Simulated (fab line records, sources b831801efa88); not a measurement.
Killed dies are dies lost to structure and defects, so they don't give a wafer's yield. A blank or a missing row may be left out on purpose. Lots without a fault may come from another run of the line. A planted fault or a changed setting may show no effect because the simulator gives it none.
One fault seen from 2 desks | flow sky130 | each desk has only its own numbers; what lay behind them comes last

THE METROLOGY DESK
What the gauges read, lot by lot, whatever tool the lot ran on: means of the sampled wafers that have a number. A lot is out of limits, marked OUT, if its mean lies more than 4 standard deviations from the usual mean; the brackets give that distance.
Columns: A = VIA3_OVL at SKY_VIA3_OVL_MEAS_13, usual 2 nm
lot  | first seen here | A
L487 | day 40 03:13    | 3
L488 | day 40 07:38    | 4
L489 | day 40 09:16    | 2
L490 | day 40 11:41    | -0
L493 | day 41 09:40    | 3
L492 | day 41 11:44    | 6
L495 | day 42 00:06    | -0
L497 | day 42 18:26    | -1
L498 | day 43 05:38    | -1
L499 | day 43 09:42    | 3
L500 | day 43 15:29    | 8
L507 | day 45 08:02    | -10
L509 | day 45 15:59    | -1
This desk's finding: nothing out of limits on any of the 13 lots.

THE TOOL OWNER'S DESK: plasma_asher-01
The tool's own readings at SKY_PWDE_STRIP_09 (strips in O2/N2): means of the sampled wafers that have a number, for each lot that ran on this tool. A lot is out of limits, marked OUT, if its mean lies more than 4 standard deviations from the usual mean; the brackets give that distance.
Columns: A = drypump_motor_current_A at SKY_PWDE_STRIP_09, usual 5.5 A; B = n2_flow_sccm at SKY_PWDE_STRIP_09, usual 299.8 sccm; C = oes_product_au at SKY_PWDE_STRIP_09, usual 0.722 a.u.; D = strip_time_to_endpoint_s at SKY_PWDE_STRIP_09, usual 36.91 s
lot  | first seen here | A   | B     | C     | D
L489 | day 4 08:49     | 6.1 | 300.7 | 0.722 | 36.77
L490 | day 4 14:48     | 6.1 | 299.4 | 0.721 | 36.80
L493 | day 5 06:52     | 6.1 | 299.7 | 0.722 | 36.88
L495 | day 5 16:50     | 6.1 | 300.0 | 0.724 | 36.91
L499 | day 6 16:35     | 6.1 | 299.1 | 0.726 | 36.97
L507 | day 8 13:30     | 6.0 | 298.0 | 0.717 | 36.99
This desk's finding: nothing out of limits on any of the 6 lots.

PUT TOGETHER
The metrology desk saw nothing out of limits.
The tool owner's desk saw nothing out of limits.

WHAT THE SIMULATOR HAD PUT IN
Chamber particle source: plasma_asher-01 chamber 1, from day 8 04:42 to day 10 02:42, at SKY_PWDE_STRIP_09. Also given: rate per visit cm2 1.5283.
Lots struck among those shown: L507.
